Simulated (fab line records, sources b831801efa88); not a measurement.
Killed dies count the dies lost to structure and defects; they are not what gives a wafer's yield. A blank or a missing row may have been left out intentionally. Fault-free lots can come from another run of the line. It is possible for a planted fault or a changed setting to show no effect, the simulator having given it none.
Which tool is to blame? -- flow sky130 -- 11 lots with 33 wafers sampled at 2 steps, on a route of 708 steps

## WHAT THE GAUGES READ, wafer by wafer
SKY_LI_CONTACT_OVL_MEAS_13. Usual: LI_CONTACT_OVL gives 2 nm (standard deviation 4.8).
lot,measured,on,LI_CONTACT_OVL (nm),flag
L923,day 30 19:47,overlay-01,1 5 -3,
L925,day 30 21:17,overlay-01,-2 -6 2,
L927,day 31 09:44,overlay-02,8 7 9,
L935,day 34 01:31,overlay-02,4 9 1,
L936,day 34 08:46,overlay-02,2 2 4,
L938,day 34 13:19,overlay-02,-7 -7 -9,
L939,day 34 22:19,overlay-02,4 7 2,
L941,day 35 14:25,overlay-02,4 5 4,
L942,day 35 16:23,overlay-01,1 4 7,
L944,day 35 23:50,overlay-02,-5 -6 -2,
L943,day 36 03:37,overlay-01,0 4 4,

SKY_METAL1_RS_MEAS_05: a four-point-probe measurement. Usual: METAL1_ALCU_RS gives 0.1262 ohm/sq (standard deviation 0.0013).
lot,measured,on,METAL1_ALCU_RS (ohm/sq),flag
L923,day 33 06:54,film metro-01,0.1272 0.1280 0.1280,
L925,day 33 08:20,film metro-01,0.1260 0.1271 0.1261,
L927,day 33 20:05,film metro-01,0.1264 0.1255 0.1255,
L935,day 36 10:41,film metro-03,0.1252 0.1247 0.1249,
L936,day 36 17:35,film metro-03,0.1261 0.1248 0.1256,
L938,day 36 22:47,film metro-04,0.1258 0.1264 0.1261,
L939,day 37 07:05,film metro-04,0.1274 0.1289 0.1282,
L941,day 37 22:37,film metro-03,0.1245 0.1242 0.1244,
L942,day 38 00:42,film metro-04,0.1268 0.1262 0.1254,
L944,day 38 08:22,film metro-01,0.1250 0.1259 0.1238,
L943,day 38 14:55,film metro-01,0.1252 0.1254 0.1253,

## WHICH TOOL RAN EACH LOT (tool, then ch and the chambers of the sampled wafers, then the start)
No process step before these readings appears in the record.

## WHAT THE TOOLS THEMSELVES READ (means of the sampled wafers that have a number; where no wafer has one, the mark that the record gives instead)
The record holds no such reading with a usual standard deviation.

## THE ANSWER, worked out from the rows above alone
Rule: take the mean of a lot's wafers that have a number; if it is more than 3 standard deviations from the usual mean, the lot is off. Also off: a lot with no number at a reading for which 4 or more lots have one. Where the step has rows for the other lots, those lots are counted as sound. Order of review: gauges by route order, followed by the tools' own readings, for which a lot's mean as printed above is used. At the first step where some lot is off, the reading lying furthest off is the one used; lots without a number count as furthest.
Nothing can be told from this: no lot is off at any reading shown.

## WHAT WAS PUT IN BY THE SIMULATOR
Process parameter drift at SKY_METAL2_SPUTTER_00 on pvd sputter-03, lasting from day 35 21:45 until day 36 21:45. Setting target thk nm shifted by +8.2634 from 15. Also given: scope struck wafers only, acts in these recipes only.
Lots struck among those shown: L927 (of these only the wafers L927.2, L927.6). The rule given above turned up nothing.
